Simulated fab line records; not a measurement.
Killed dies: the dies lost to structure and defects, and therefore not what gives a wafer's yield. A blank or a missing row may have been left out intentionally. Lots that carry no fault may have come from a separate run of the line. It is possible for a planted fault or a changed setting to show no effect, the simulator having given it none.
Split-lot study | flow sfq_line | 23 wafers read from 5 lots, route of 325 steps

== THE SPLIT ITSELF ==
At SFQ_TRILAYER_I0_CMP_CMP_028 (polishes SiO2), the setting leave_above_ref_nm was moved away from the recipe's 200 nm on 8 of the 23 wafers read, by -5.2% to +3.8%. For the rest of the wafers, this setting stayed at what the recipe calls for.

== FROM THE SPLIT TO THE READING: what the file shows between them, 2 steps ==
- SFQ_TRILAYER_I0_METRO_MEASURE_029
- SFQ_TRILAYER_I0_VIA_LITHO_COAT_031: resist thk 650 nm (also split here: spin_rpm)

== THE READING ==
oes_product_au, in a.u., at SFQ_TRILAYER_I0_VIA_ETCH_VIA_ETCH_034 (etches SiO2 in CHF3, stops on Nb, target depth 260 nm). Fault-free wafers of this fab line usually give 0.856 a.u., standard deviation 0.0047 a.u.

wafer  | tool, chamber at the split | leave_above_ref_nm as run, nm | against the recipe | oes_product_au, a.u. | against lot-mates on the recipe
L076.1 | cmp-01, 3,1                | 200                           | recipe             | 0.853                | -
L076.2 | cmp-01, 0                  | 200                           | recipe             | 0.855                | -
L076.3 | cmp-01, 1                  | 200                           | recipe             | 0.853                | -
L076.4 | cmp-01, 2                  | 200                           | recipe             | 0.855                | -
L076.5 | cmp-01, 3,1                | 200                           | recipe             | 0.859                | -
L077.1 | cmp-01, 3                  | 200                           | recipe             | 0.848                | -
L077.2 | cmp-01, 0                  | 192.4                         | -3.8%              | 0.829                | -0.023
L077.3 | cmp-01, 2                  | 200                           | recipe             | 0.854                | -
L077.4 | cmp-01, 1                  | 192.4                         | -3.8%              | 0.823                | -0.029
L077.6 | cmp-01, 1                  | 200                           | recipe             | 0.854                | -
L080.1 | cmp-02, 0                  | 200                           | recipe             | 0.861                | -
L080.3 | cmp-02, 2                  | 200                           | recipe             | 0.857                | -
L080.6 | cmp-02, 2                  | 200                           | recipe             | 0.853                | -
L083.1 | cmp-01, 0                  | 189.6                         | -5.2%              | 0.840                | -0.017
L083.3 | cmp-01, 1,3                | 200                           | recipe             | 0.854                | -
L083.4 | cmp-01, 1,3                | 200                           | recipe             | 0.859                | -
L083.5 | cmp-01, 1                  | 189.6                         | -5.2%              | 0.835                | -0.022
L083.6 | cmp-01, 0                  | 189.6                         | -5.2%              | 0.836                | -0.021
L084.1 | cmp-02, 0                  | 200                           | recipe             | 0.857                | -
L084.2 | cmp-02, 1                  | 207.5                         | +3.8%              | 0.871                | +0.016
L084.4 | cmp-02, 3                  | 207.5                         | +3.8%              | 0.870                | +0.015
L084.5 | cmp-02, 0                  | 200                           | recipe             | 0.852                | -
L084.6 | cmp-02, 3                  | 207.5                         | +3.8%              | 0.877                | +0.022
Where a row lists several chambers, the file gives one row for several wafers and doesn't say which wafer went through which chamber.

THE FIT
A straight line over all 23 wafers: oes_product_au changes by +0.00458 a.u. for each +1% of leave_above_ref_nm; r = +0.92; the points scatter about the line by 0.0053 a.u.
The same after taking each lot's own level away (the mean of its wafers on the recipe; 23 wafers): +0.00464 a.u. for each +1%; r = +0.95; scatter 0.0042 a.u.
On that fit, the largest move of leave_above_ref_nm shifts the reading by 0.024 a.u.
The lots' own levels span 0.8520 to 0.8570 a.u., that is 1.1 times the standard deviation above.
The two slopes agree, so the slope changes little with the lot-to-lot level.
Check: with one of the wafers moved furthest among these (-5.2%) left out of the fit, the line predicts -0.026 a.u. for it against its lot-mates. Against them it came out at -0.0165 a.u.

== THE OTHER SPLITS THESE WAFERS WENT THROUGH ==
Other splits were also applied to these wafers ahead of the reading. Each is held against what the fit with the lots' levels taken away leaves over:
other split on the same wafers                    | wafers away from the commonest value | r with oes_product_au (lot level and that fit taken away)
SFQ_TRILAYER_L0_LITHO_COAT_010 resist_thk_nm      | 10                                   | -0.43
SFQ_TRILAYER_L0_VIA_LITHO_COAT_018 resist_thk_nm  | 7                                    | +0.24
SFQ_TRILAYER_L0_VIA_BARC_OPEN_VIA_ETCH_021 bias_w | 6                                    | -0.33
SFQ_TRILAYER_M0_LITHO_COAT_021 resist_thk_nm      | 9                                    | -0.31
SFQ_TRILAYER_M0_BARC_OPEN_METAL_ETCH_031 bias_w   | 8                                    | +0.26
SFQ_TRILAYER_I0_VIA_LITHO_COAT_031 spin_rpm       | 11                                   | +0.02

== THE WHOLE CHAIN: every reading that the file lists as answering this split, in the file's order ==
step                                  | what it does                                                        | reading                                                                                   | change (the file's fit)                   | r (the file's)
SFQ_TRILAYER_I0_CMP_CMP_028           | polishes SiO2                                                       | SiO2_of_TRILAYER_I0_DEP_PECVD_027.thk_nm (the simulator's own value, which no gauge read) | +1.98 nm for each +1% of the setting      | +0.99
SFQ_TRILAYER_I0_METRO_MEASURE_029     |                                                                     | thk_nm                                                                                    | +1.97 nm for each +1% of the setting      | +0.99
SFQ_TRILAYER_I0_VIA_ETCH_VIA_ETCH_034 | etches SiO2 in CHF3, stops on Nb, target depth 260 nm               | oes_product_au                                                                            | +0.00485 a.u. for each +1% of the setting | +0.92
SFQ_TRILAYER_I0_VIA_ETCH_VIA_ETCH_034 | etches SiO2 in CHF3, stops on Nb, target depth 260 nm               | etch.depth_nm (the simulator's own value, which no gauge read)                            | +1.98 nm for each +1% of the setting      | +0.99
SFQ_TRILAYER_I0_VIA_ETCH_VIA_ETCH_034 | etches SiO2 in CHF3, stops on Nb, target depth 260 nm               | I0.feature_depth_nm (the simulator's own value, which no gauge read)                      | +1.98 nm for each +1% of the setting      | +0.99
SFQ_TRILAYER_M1_ETCH_METAL_ETCH_042   | etches Nb in Cl2/Ar, stops on SiO2, target depth 240 nm, time 120 s | SiO2_of_TRILAYER_I0_DEP_PECVD_027.thk_nm (the simulator's own value, which no gauge read) | +1.87 nm for each +1% of the setting      | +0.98

== FILE'S OWN FIT ==
oes_product_au changes by +0.00485 a.u. for each +1% of leave_above_ref_nm, r = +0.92.
